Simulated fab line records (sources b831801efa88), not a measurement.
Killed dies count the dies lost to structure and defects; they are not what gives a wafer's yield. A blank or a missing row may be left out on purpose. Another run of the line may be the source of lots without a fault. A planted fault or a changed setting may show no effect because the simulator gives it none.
fab line records + flow sky130
record:
- lots: 6
- wafers: 18
- lastDay: 50
route steps=708 shown CAPM@548 METAL3@555
lots that met no fault: from a run of the same line without faults
startH: the number of hours between the record's first day and the start of the first shown wafer of the lot + waitH: hours elapsed since this lot's preceding step + " identical to the entry in the row above + L1.1+2: one row covering several wafers at once + - either no value or no given start + * or withheld: withheld + < > ~ a bound
route shown NAME@n: names a module that has steps shown in the file, with the first one's number in the route + usual: mean/standard deviation taken from wafers without a fault + same: alike in all rows + chamber/n: place in a boat + sites: per-site readings + _std_site: standard deviation of those values + _edge_site: mean of outer sites minus mean of inner sites + radiusMm: how far each site lies from the wafer's centre + mask NAME#n: copy n + behind: the last tool/chamber to shape the wafer + hold: cause of the lot's hold/its duration in hours/its outcome + device: which transistor (n, p or np) failed to switch + end of line: the route-end tests of the same wafers + a step without rows: its recipe alone + killed: dies lost to structure and defects at the first sort, not the wafer's yield + map: per-die view of a wafer (x killed, . not killed, _ where there is no die)
set.NAME: the setting that was run; set.NAME@STEP: the one run at that earlier step + model.NAME: the simulator's own value behind a step, which no gauge read
lots seen at some steps along the route; tables by step, rows by wafer
services: a tool's chamber out of use, with start hour (startH, from the record's first day; less than 0 if before it), hours out, and reason
== steps ==
step: SKY_CAPM_DEVELOP_11
recipe:
- resist: NOVOLAK
- developer: TMAH
- developTimeS: 60
- devTempC: 23
step: SKY_CAPM_OVL_MEAS_12
usual:
- CAPM_OVL: 0.3/1.5
| lot.wafer | tool       | chamber | startH  | waitH | CAPM_OVL[nm] |
|-----------|------------|---------|---------|-------|--------------|
| L788.1    | overlay-02 | -       | 886.36  | 0.1   | 0.8          |
| L788.4    | "          | -       | "       | "     | -0.1         |
| L788.6    | "          | -       | "       | "     | 3.7          |
| L789.2    | overlay-02 | -       | 897.28  | 0.1   | 0.9          |
| L789.3    | "          | -       | "       | "     | -0.2         |
| L789.6    | "          | -       | "       | "     | 2.0          |
| L793.2    | overlay-01 | -       | 932.03  | 0.1   | 2.4          |
| L793.3    | "          | -       | "       | "     | 1.0          |
| L793.5    | "          | -       | "       | "     | 2.1          |
| L794.1    | overlay-01 | -       | 935.88  | 0.1   | 1.2          |
| L794.2    | "          | -       | "       | "     | 1.1          |
| L794.4    | "          | -       | "       | "     | 0.5          |
| L800.3    | overlay-01 | -       | 982.05  | 0.1   | -0.9         |
| L800.4    | "          | -       | "       | "     | -1.7         |
| L800.6    | "          | -       | "       | "     | -2.6         |
| L809.1    | overlay-02 | -       | 1037.31 | 0.1   | -1.0         |
| L809.5    | "          | -       | "       | "     | 2.8          |
| L809.6    | "          | -       | "       | "     | 1.4          |
step: SKY_CAPM_METAL_ETCH_13
recipe:
- targetDepthNm: 220
- stopOn: SiO2
- chemistry: Cl2/BCl3
- target: TiN
- pressureMtorr: 10
- icpW: 900
- biasW: 48.5
- Cl2_flow_sccm: 60
- bcl3FlowSccm: 30
- timeS: 62.9
usual:
- drypumpMotorCurrentA: 6.03/0.27
- oesProductAu: 0.943/0.0069
- throttleValvePct: 21.901/0.0091
| lot.wafer | tool        | chamber | startH  | waitH | drypumpMotorCurrentA | oesProductAu | rfHoursCounterH | throttleValvePct |
|-----------|-------------|---------|---------|-------|----------------------|--------------|-----------------|------------------|
| L788.1    | rieMetal-04 | 1       | 886.40  | 0.0   | 6.26                 | 0.931        | 8               | 21.902           |
| L788.4    | "           | 1       | "       | "     | 6.24                 | 0.938        | -               | 21.904           |
| L788.6    | "           | 0       | "       | "     | 6.08                 | 0.944        | -               | 21.903           |
| L789.2    | rieMetal-03 | 1       | 897.31  | 0.0   | 6.09                 | 0.949        | 6               | 21.901           |
| L789.3    | "           | 1       | "       | "     | 6.07                 | 0.937        | -               | 21.908           |
| L789.6    | "           | 1       | "       | "     | 6.05                 | 0.942        | -               | 21.910           |
| L793.2    | rieMetal-03 | 1       | 932.06  | 0.0   | 6.05                 | 0.941        | 8               | 21.909           |
| L793.3    | "           | 1       | "       | "     | 6.04                 | 0.946        | -               | 21.887           |
| L793.5    | "           | 0       | "       | "     | 6.19                 | 0.948        | -               | 21.901           |
| L794.1    | rieMetal-03 | 1       | 935.92  | 0.0   | 6.07                 | 0.935        | 8               | 21.887           |
| L794.2    | "           | 0       | "       | "     | 6.18                 | 0.942        | 14              | 21.893           |
| L794.4    | "           | 1       | "       | "     | 6.06                 | 0.953        | -               | 21.903           |
| L800.3    | rieMetal-04 | 0       | 982.10  | 0.0   | 6.10                 | 0.964        | -               | 21.888           |
| L800.4    | "           | 1       | "       | "     | 6.20                 | 0.949        | -               | 21.891           |
| L800.6    | "           | 1       | "       | "     | 6.20                 | 0.948        | -               | 21.898           |
| L809.1    | rieMetal-02 | 1       | 1037.35 | 0.0   | 5.39                 | 0.937        | 14              | 21.906           |
| L809.5    | "           | 1       | "       | "     | 5.43                 | 0.947        | -               | 21.904           |
| L809.6    | "           | 1       | "       | "     | 5.42                 | 0.939        | -               | 21.893           |
step: SKY_CAPM_STRIP_14
recipe:
- chemistry: O2/N2
- powerW: 1400
- pressureMtorr: 1500
- platenTempC: withheld
- o2FlowSccm: 3000
- n2FlowSccm: 300
- overashFraction: 0.5
usual:
- drypumpMotorCurrentA: 5.55/0.23
- oesProductAu: 0.710/0.0048
- stripTimeToEndpointS: 12.65/0.051
| lot.wafer | tool           | chamber | startH  | waitH | drypumpMotorCurrentA | oesProductAu | rfHoursCounterH | stripTimeToEndpointS |
|-----------|----------------|---------|---------|-------|----------------------|--------------|-----------------|----------------------|
| L788.1    | plasmaAsher-03 | 1       | 886.47  | 0.1   | 5.72                 | 0.710        | 14              | 12.63                |
| L788.4    | "              | 0       | "       | "     | 5.14                 | 0.704        | -               | 12.67                |
| L788.6    | "              | 1       | "       | "     | 5.71                 | 0.706        | -               | 12.72                |
| L789.2    | plasmaAsher-03 | 1       | 897.38  | 0.1   | 5.70                 | 0.711        | 15              | 12.62                |
| L789.3    | "              | 0       | "       | "     | 5.14                 | 0.711        | -               | 12.66                |
| L789.6    | "              | 1       | "       | "     | 5.70                 | 0.713        | -               | 12.66                |
| L793.2    | plasmaAsher-02 | 1       | 932.13  | 0.1   | 5.48                 | 0.715        | 73              | 12.69                |
| L793.3    | "              | 0       | "       | "     | 5.62                 | 0.705        | -               | 12.66                |
| L793.5    | "              | 1       | "       | "     | 5.47                 | 0.705        | -               | 12.68                |
| L794.1    | plasmaAsher-02 | 0       | 936.00  | 0.1   | 5.64                 | 0.709        | 73              | 12.63                |
| L794.2    | "              | 1       | "       | "     | 5.50                 | 0.704        | 73              | 12.61                |
| L794.4    | "              | 0       | "       | "     | 5.62                 | 0.715        | -               | 12.65                |
| L800.3    | plasmaAsher-03 | 1       | 982.18  | 0.1   | 5.70                 | 0.709        | -               | 12.69                |
| L800.4    | "              | 0       | "       | "     | 5.14                 | 0.706        | -               | 12.67                |
| L800.6    | "              | 0       | "       | "     | 5.13                 | 0.699        | -               | 12.67                |
| L809.1    | plasmaAsher-03 | 0       | 1037.50 | 0.1   | 5.15                 | 0.712        | 29              | 12.71                |
| L809.5    | "              | 1       | "       | "     | 5.70                 | 0.709        | -               | 12.69                |
| L809.6    | "              | 0       | "       | "     | 5.14                 | 0.707        | -               | 12.68                |
step: SKY_CAPM_STRIP_15
recipe:
- chemistry: postEtchResidueRemover
- timeS: 1200
- tempC: 72.5
step: SKY_CAPM_CLEAN_16
recipe:
- chemistry: IPA
- timeS: 180
- tempC: 25
step: SKY_CAPM_CLEAN_17
recipe:
- chemistry: O3/DIW
- dry: n2Spin
step: SKY_METAL3_DEHYDRATE_05
recipe:
- tempC: 200
- timeS: 60
step: SKY_METAL3_HMDS_06
recipe:
- primeTimeS: 60
- primeTempC: 120
step: SKY_METAL3_COAT_07
recipe:
- resist: BARC
- tempC: withheld
- timeS: withheld
- spinRpm: 3000
- resistThkNm: 60
step: SKY_METAL3_COAT_08
recipe:
- resist: KrF-thick
- spinRpm: 3000
- resistThkNm: 1140
step: SKY_METAL3_SOFTBAKE_09
recipe:
- tempC: 100
- timeS: 90
- resist: KrF-thick
step: SKY_METAL3_EXPOSE_10
recipe:
- maskId: MM3
- na: 0.68
- sourceShape: annular
- sigmaInner: 0.4
- sigmaOuter: 0.8
- targetCdNm: 300
- doseMj: 28
usual:
- exposureDoseMJCm2: 27.956/0.026
- focusOffsetNm: -0.1/0.54
- na: 0.68/0
- reticleTempC: 23.01/0.11
| lot.wafer | tool          | chamber | startH  | waitH | mask  | exposureDoseMJCm2 | focusOffsetNm | na   | reticleTempC |
|-----------|---------------|---------|---------|-------|-------|-------------------|---------------|------|--------------|
| L788.1    | krfScanner-02 | 0       | 900.16  | -     | MM3#0 | 27.982            | -0.1          | 0.68 | 22.93        |
| L788.4    | "             | 0       | "       | "     | MM3#0 | 27.967            | -0.3          | 0.68 | 22.90        |
| L788.6    | "             | 0       | "       | "     | MM3#0 | 27.971            | -0.3          | 0.68 | 22.88        |
| L789.2    | krfScanner-01 | 0       | 910.73  | -     | MM3#0 | 27.993            | 0.2           | 0.68 | 23.12        |
| L789.3    | "             | 0       | "       | "     | MM3#0 | 27.967            | 0.1           | 0.68 | 23.06        |
| L789.6    | "             | 0       | "       | "     | MM3#0 | 28.038            | 0.2           | 0.68 | 23.20        |
| L793.2    | krfScanner-01 | -       | 945.38  | -     | MM3#0 | -                 | -             | -    | -            |
| L793.3    | "             | -       | "       | "     | MM3#0 | -                 | -             | -    | -            |
| L793.5    | "             | -       | "       | "     | MM3#0 | -                 | -             | -    | -            |
| L794.1    | krfScanner-01 | -       | 949.60  | -     | MM3#0 | -                 | -             | -    | -            |
| L794.2    | "             | -       | "       | "     | MM3#0 | -                 | -             | -    | -            |
| L794.4    | "             | -       | "       | "     | MM3#0 | -                 | -             | -    | -            |
| L800.3    | krfScanner-01 | 0       | 1001.02 | -     | MM3#0 | 27.920            | -1.3          | 0.68 | 23.01        |
| L800.4    | "             | 0       | "       | "     | MM3#0 | 27.943            | 0.0           | 0.68 | 22.93        |
| L800.6    | "             | 0       | "       | "     | MM3#0 | 27.969            | -0.1          | 0.68 | 23.01        |
| L809.1    | krfScanner-01 | 0       | 1050.94 | -     | MM3#0 | 27.954            | 0.3           | 0.68 | 22.88        |
| L809.5    | "             | 0       | "       | "     | MM3#0 | 27.949            | -0.1          | 0.68 | 23.05        |
| L809.6    | "             | 0       | "       | "     | MM3#0 | 27.954            | -0.4          | 0.68 | 23.07        |
step: SKY_METAL3_PEB_11
recipe:
- pebTempC: withheld
- pebTimeS: withheld
- resist: KrF-thick
== services ==
| tool           | chamber | startH  | hours | kind        |
|----------------|---------|---------|-------|-------------|
| plasmaAsher-03 | -       | 881.51  | 2.8   | pm          |
| krfScanner-01  | -       | 884.03  | 0.6   | repair      |
| krfScanner-01  | 0       | 884.14  | -     | calibration |
| krfScanner-02  | -       | 893.71  | 1.3   | pm          |
| krfScanner-02  | -       | 896.25  | 1.3   | repair      |
| krfScanner-02  | -       | 907.87  | 4.0   | pm          |
| krfScanner-02  | -       | 914.46  | 0.8   | pm          |
| krfScanner-01  | -       | 923.14  | 1.3   | pm          |
| krfScanner-01  | -       | 935.48  | 0.8   | pm          |
| krfScanner-01  | -       | 959.28  | 1.5   | pm          |
| rieMetal-03    | 0       | 964.31  | 4.1   | repair      |
| krfScanner-02  | -       | 966.19  | 1.0   | pm          |
| plasmaAsher-02 | -       | 971.16  | 7.6   | repair      |
| rieMetal-04    | 1       | 988.97  | 15.5  | repair      |
| krfScanner-01  | -       | 988.97  | 4.8   | repair      |
| krfScanner-02  | -       | 990.41  | 0.6   | repair      |
| krfScanner-02  | -       | 993.52  | 82.4  | repair      |
| krfScanner-02  | 0       | 1002.05 | -     | calibration |
| rieMetal-02    | -       | 1010.42 | 26.5  | repair      |
| plasmaAsher-03 | -       | 1020.87 | 14.6  | pm          |
| krfScanner-01  | -       | 1044.40 | 4.0   | pm          |
| krfScanner-01  | 0       | 1045.57 | -     | calibration |
| rieMetal-04    | -       | 1048.09 | 2.8   | pm          |
| krfScanner-01  | -       | 1049.82 | 1.0   | pm          |
== key ==
firstSign:
- step: SKY_METAL3_EXPOSE_10
- reading: toolRecord
- direction: missing
effect none on later readings
metAt SKY_METAL3_EXPOSE_10
struckWafers L793.2,L793.3,L793.5,L794.1,L794.2,L794.4
laterRowsLeftOut L793.2,L793.3,L793.5,L794.1,L794.2,L794.4
sortLeftOut L793.2,L793.3,L793.5,L794.1,L794.2,L794.4
onsetBetween 910.73 945.38
fault:
- kind: skippedStepWhole
- tool: krfScanner-01
- chamber: -
- onsetH: 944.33
- steps: SKY_METAL3_EXPOSE_10
- scope: struckLotsOnly
sortLeftOut: the simulated sort isn't trusted on such a fault, so these wafers' sort isn't shown, and their yield isn't known
laterRowsLeftOut: the simulator's readings of these wafers behind a module that went badly wrong aren't trusted and aren't shown, but for the sort
